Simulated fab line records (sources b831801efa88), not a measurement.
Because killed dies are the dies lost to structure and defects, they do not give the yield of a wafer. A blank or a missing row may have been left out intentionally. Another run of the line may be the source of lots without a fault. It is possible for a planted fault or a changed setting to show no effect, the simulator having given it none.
The tool behind it: which one? :: flow sfqLine :: at 1 step of a route of 325, 13 lots with 39 wafers sampled

WHAT THE GAUGES SHOWED, per wafer
No reading from a measuring or inspecting step in the record can be judged against a usual standard deviation.

TOOL THAT RAN EACH LOT (tool first, then ch and the chambers of the sampled wafers, then the start)
lot: L439
SFQ_TRILAYER_I2_VIA_BARC_OPEN_VIA_ETCH_096: rieDiel-04 ch 2,3, day 30 05:16

lot: L440
SFQ_TRILAYER_I2_VIA_BARC_OPEN_VIA_ETCH_096: rieDiel-04 ch 1,2,3, day 30 17:16

lot: L441
SFQ_TRILAYER_I2_VIA_BARC_OPEN_VIA_ETCH_096: rieDiel-04 ch 0,1,3, day 33 10:13

lot: L442
SFQ_TRILAYER_I2_VIA_BARC_OPEN_VIA_ETCH_096: rieDiel-03 ch 0,2,3, day 33 13:49

lot: L443
SFQ_TRILAYER_I2_VIA_BARC_OPEN_VIA_ETCH_096: rieDiel-02 ch 0,2, day 33 15:01

lot: L444
SFQ_TRILAYER_I2_VIA_BARC_OPEN_VIA_ETCH_096: rieDiel-04 ch 0,1,3, day 33 19:49

lot: L445
SFQ_TRILAYER_I2_VIA_BARC_OPEN_VIA_ETCH_096: rieDiel-02 ch 0,3, day 39 04:04

lot: L446
SFQ_TRILAYER_I2_VIA_BARC_OPEN_VIA_ETCH_096: rieDiel-02 ch 1,2, day 39 12:36

lot: L447
SFQ_TRILAYER_I2_VIA_BARC_OPEN_VIA_ETCH_096: rieDiel-02 ch 1,3, day 40 03:13

lot: L448
SFQ_TRILAYER_I2_VIA_BARC_OPEN_VIA_ETCH_096: rieDiel-03 ch 0,1,2, day 40 10:33

lot: L454
SFQ_TRILAYER_I2_VIA_BARC_OPEN_VIA_ETCH_096: rieDiel-04 ch 0,1,2, day 42 14:16

lot: L460
SFQ_TRILAYER_I2_VIA_BARC_OPEN_VIA_ETCH_096: rieDiel-02 ch 0,1,2, day 45 01:14

lot: L462
SFQ_TRILAYER_I2_VIA_BARC_OPEN_VIA_ETCH_096: rieDiel-02 ch 0,1, day 45 19:14
- SFQ_TRILAYER_I2_VIA_BARC_OPEN_VIA_ETCH_096: etches BARC in O2, target depth 125 nm, time 41.7 s.

WHAT THE TOOLS THEMSELVES READ (means of the sampled wafers that have a number; where no wafer has one, the mark that the record gives instead)
SFQ_TRILAYER_I2_VIA_BARC_OPEN_VIA_ETCH_096.
lot: L439
tool: rieDiel-04
drypumpMotorCurrentA (A): 5.7
oesProductAu (a.u.): 0.685
runLengthS (s): 70.3

lot: L440
tool: rieDiel-04
drypumpMotorCurrentA (A): 5.3
oesProductAu (a.u.): 0.684
runLengthS (s): 69.9

lot: L441
tool: rieDiel-04
drypumpMotorCurrentA (A): 5.3
oesProductAu (a.u.): 0.681
runLengthS (s): 70.2

lot: L442
tool: rieDiel-03
drypumpMotorCurrentA (A): 6.1
oesProductAu (a.u.): 0.681
runLengthS (s): 70.2

lot: L443
tool: rieDiel-02
drypumpMotorCurrentA (A): 6.2
oesProductAu (a.u.): 0.685
runLengthS (s): 69.7

lot: L444
tool: rieDiel-04
drypumpMotorCurrentA (A): 5.3
oesProductAu (a.u.): 0.683
runLengthS (s): 70.1

lot: L445
tool: rieDiel-02
drypumpMotorCurrentA (A): 5.9
oesProductAu (a.u.): 0.681
runLengthS (s): 70.1

lot: L446
tool: rieDiel-02
drypumpMotorCurrentA (A): 5.8
oesProductAu (a.u.): 0.690
runLengthS (s): 69.9

lot: L447
tool: rieDiel-02
drypumpMotorCurrentA (A): 5.1
oesProductAu (a.u.): 0.687
runLengthS (s): 70.7

lot: L448
tool: rieDiel-03
drypumpMotorCurrentA (A): 6.4
oesProductAu (a.u.): 0.683
runLengthS (s): 70.1

lot: L454
tool: rieDiel-04
drypumpMotorCurrentA (A): 5.0
oesProductAu (a.u.): 0.715
runLengthS (s): 67.7

lot: L460
tool: rieDiel-02
drypumpMotorCurrentA (A): 5.7
oesProductAu (a.u.): 0.684
runLengthS (s): 70.0

lot: L462
tool: rieDiel-02
drypumpMotorCurrentA (A): 5.6
oesProductAu (a.u.): 0.682
runLengthS (s): 70.4

THE ANSWER, worked out from the rows above alone
Rule: what is usual is taken from the lots themselves. Put in order of their means at a reading, lots are off if they are a third of the lots or fewer, leave a main group of 4 or more, and stand apart from it by a gap of 3 or more times the standard deviation of the main group's means; of several such gaps the widest counts. A main group whose means are all the same, to the digits that the tables above print for the reading, isn't used. A lot without any number at a reading at which 4 lots or more have one is off too. Any other lot the step has rows for is counted as sound. Order of review: gauges by route order, followed by the tools' own readings, for which a lot's mean as printed above is used. The first step at which some lot is off is used, and at that step the reading that is off furthest; a lot without a number counts as furthest.
Off: L454, at SFQ_TRILAYER_I2_VIA_BARC_OPEN_VIA_ETCH_096 (oesProductAu). The main group: mean 0.684 a.u., standard deviation 0.0026.
A tool fits if, at that step or a process step before it, it ran every lot that is off, and no sound lot after the first of them. One fits: SFQ_TRILAYER_I2_VIA_BARC_OPEN_VIA_ETCH_096 on rieDiel-04. A fault onset in the window from L444 (day 33 19:49, its last sound lot) to L454 (day 42 14:16, its first lot off) fits.
The tool's own readings at SFQ_TRILAYER_I2_VIA_BARC_OPEN_VIA_ETCH_096 bear it out: on the lots that are off they differ by more than 5 times the standard deviation of the sound lots' means. oesProductAu reads 0.715 a.u. there against 0.684 a.u. on the sound lots; runLengthS reads 67.7 s there against 70.1 s on the sound lots.

WHAT THE SIMULATOR PUT IN
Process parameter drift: rieDiel-04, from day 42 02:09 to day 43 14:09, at SFQ_TRILAYER_I2_VIA_BARC_OPEN_VIA_ETCH_096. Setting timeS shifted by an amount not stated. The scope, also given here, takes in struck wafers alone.
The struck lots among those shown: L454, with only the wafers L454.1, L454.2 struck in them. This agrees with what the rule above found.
